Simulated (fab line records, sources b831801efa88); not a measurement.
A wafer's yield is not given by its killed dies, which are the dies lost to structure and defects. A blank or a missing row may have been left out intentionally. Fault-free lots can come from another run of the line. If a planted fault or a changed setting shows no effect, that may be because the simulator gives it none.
The same fault as seen by 2 desks / flow sky130 / each desk has only its own numbers; what lay behind them comes last

== AT THE METROLOGY DESK ==
What the gauges read for every lot (on any tool): the sampled wafers with a number, averaged. Marked OUT: a lot whose mean sits more than 4 standard deviations from the usual mean, which makes it out of limits; the brackets give that distance.
Columns: A = cdNm at SKY_FIELD_ISO_CD_MEAS_13, usual 149.6 nm; B = FIELD_ISO_OXIDATION_01_THK at SKY_FIELD_ISO_THK_MEAS_23, usual 10.10 nm; C = FIELD_ISO_CVD_24_THK at SKY_FIELD_ISO_THK_MEAS_25, usual 595 nm
lot=L279; first seen here=day 3 11:32; A=147.3; B=10.08; C=600
lot=L291; first seen here=day 6 01:39; A=148.6; B=10.21; C=593
lot=L293; first seen here=day 6 12:05; A=149.6; B=10.24; C=592
lot=L294; first seen here=day 6 18:23; A=148.0; B=9.94; C=590
lot=L296; first seen here=day 7 06:37; A=149.7; B=10.20; C=583
Finding of this desk: none of the 5 lots has anything out of limits.

== DESK OF THE TOOL OWNER: wetBench-01 ==
The tool's own readings at SKY_FIELD_ISO_WET_ETCH_18 (etches Si3N4 in H3PO4, target depth 25 nm, time 286 s): means of the sampled wafers that have a number, for each lot that ran on this tool. Marked OUT: a lot whose mean sits more than 4 standard deviations from the usual mean, which makes it out of limits; the brackets give that distance.
Columns: A = runLengthS at SKY_FIELD_ISO_WET_ETCH_18, usual 313 s
lot=L291; first seen here=day 6 02:01; A=668 (+99 or more) OUT
lot=L293; first seen here=day 6 12:28; A=314
Finding of this desk: L291 out of limits; the first was L291 at day 6 02:01, on runLengthS at SKY_FIELD_ISO_WET_ETCH_18. In limits: L293.

== PUT TOGETHER ==
At day 6 02:01, on L291, the tool owner's desk was in a position to raise an alarm.
Metrology desk: nothing out of limits seen.
The metrology desk holds a record of L291, inside its limits.
The lots listed all ran SKY_FIELD_ISO_WET_ETCH_18 on wetBench-01.

== WHAT THE SIMULATOR PUT IN ==
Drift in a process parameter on wetBench-01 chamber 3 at SKY_FIELD_ISO_WET_ETCH_18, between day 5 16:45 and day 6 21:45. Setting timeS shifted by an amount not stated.
Shown lots that were struck: L291.
Each desk's first reading out of limits, in hours after the fault started: the tool owner's desk, 9.
